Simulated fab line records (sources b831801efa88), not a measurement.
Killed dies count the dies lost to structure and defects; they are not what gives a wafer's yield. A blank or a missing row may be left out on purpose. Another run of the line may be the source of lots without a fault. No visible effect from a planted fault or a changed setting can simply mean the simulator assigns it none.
A lot that was struck, set against a sound lot | flow gf180mcu | 15 out of 602 route steps
Sound: these wafers, L674.2, L674.3, L674.5. The struck wafers were L685.2, L685.4, L685.5. Last of all comes the cause.
At each step with rows: each side's tool, then ch and its chambers, then its first start. Under that, the readings that differ: sound wafers | struck wafers | difference of the means | sigmas: that difference in standard deviations of wafers without a fault.
alike: readings with means less than 2 such deviations apart, plus words and numbers identical on both sides. not compared: withheld readings, readings lacking a value on some wafer, bounds such as >300 that could conceal the same value, and numbers that have no deviation in the record and whose values overlap.
Wherever a step has rows on one side only, a row that says differs or no value, or a row with sigmas, the two part there. Numbers that have no deviation but don't overlap get no sigmas and don't part them. A reading that every wafer of one side lacks parts them only if that side has two wafers or more.

first, 3 steps without rows for these wafers: GF_MVSD_EXPOSE_04 (exposes mask MVSD, target cd 1000 nm); GF_MVSD_PEB_05; GF_MVSD_DEVELOP_06 (develop time 60 s).
GF_MVSD_OVL_MEAS_07:
  struck on overlay-01, day 7 15:51; sound on overlay-02, day 4 20:44
  reading       | sound       | struck         | difference | sigmas
  MVSD_OVL (nm) | 4.0 2.7 2.3 | -0.9 -2.9 -1.1 | -4.6       | -2
then, 2 steps without rows for these wafers: GF_MVSD_IMPLANT_08; GF_MVSD_IMPLANT_09.
GF_MVSD_STRIP_10: strips in O2/N2.
  sound on plasma_asher-02 ch 0,1, day 4 21:04; struck on plasma_asher-04 ch 0,1, day 7 16:11
  alike: drypump_motor_current_A, heater_power_w, oes_product_au, strip_time_to_endpoint_s
  not compared: rf_hours_counter_h
GF_MVSD_TW_MEAS_11:
  struck on film_metro-01, day 7 16:17; sound on film_metro-04, day 4 21:10
  reading | sound          | struck         | difference | sigmas
  MVSD_TW | 1568 1577 1571 | 1605 1617 1614 | +40        | +2
then, 4 steps without rows for these wafers: GF_MVPSD_DEHYDRATE_00 (time 60 s); GF_MVPSD_HMDS_01 (prime time 60 s); GF_MVPSD_COAT_02 (resist thk 3000 nm); GF_MVPSD_SOFTBAKE_03.
GF_MVPSD_EXPOSE_04: exposes mask MVPSD, target cd 1000 nm.
  sound on iline_stepper-02 ch 0, day 5 04:10; struck on iline_stepper-01 ch 0, day 8 00:18
  reading | sound                   | struck                           | difference | sigmas
  mask    | MVPSD#0 MVPSD#0 MVPSD#0 | MVPSD_R1#0 MVPSD_R1#0 MVPSD_R1#0 | differs    |
after that, 1 step had no rows for these wafers: GF_MVPSD_PEB_05.
-- the record jumps here: 25 days lie between the struck wafers' starts before and after (it left off in module MVPSD and takes up again in module PASSIVATION, whose first step shown is number 602 of the route) --
GF_PASSIVATION_PROBE_99:
  struck on prober-01, day 32 18:59; sound on prober-02, day 29 08:37
  reading                             | sound                         | struck                        | difference | sigmas
  model.etest.ldpmos_10p0.r_on_ohm_um | 1.107e+04 1.111e+04 1.111e+04 | 1.162e+04 1.163e+04 1.166e+04 | +5.400e+02 |
  model.etest.ldpmos_10p0.drive_ua_um | 262.7 264.9 258.4             | 244.4 245.9 245               | -16.9      |

## WHERE THEY PART
Earliest at GF_MVSD_OVL_MEAS_07; latest, in this record, at GF_MVPSD_EXPOSE_04.

WHY: the cause the simulator had injected
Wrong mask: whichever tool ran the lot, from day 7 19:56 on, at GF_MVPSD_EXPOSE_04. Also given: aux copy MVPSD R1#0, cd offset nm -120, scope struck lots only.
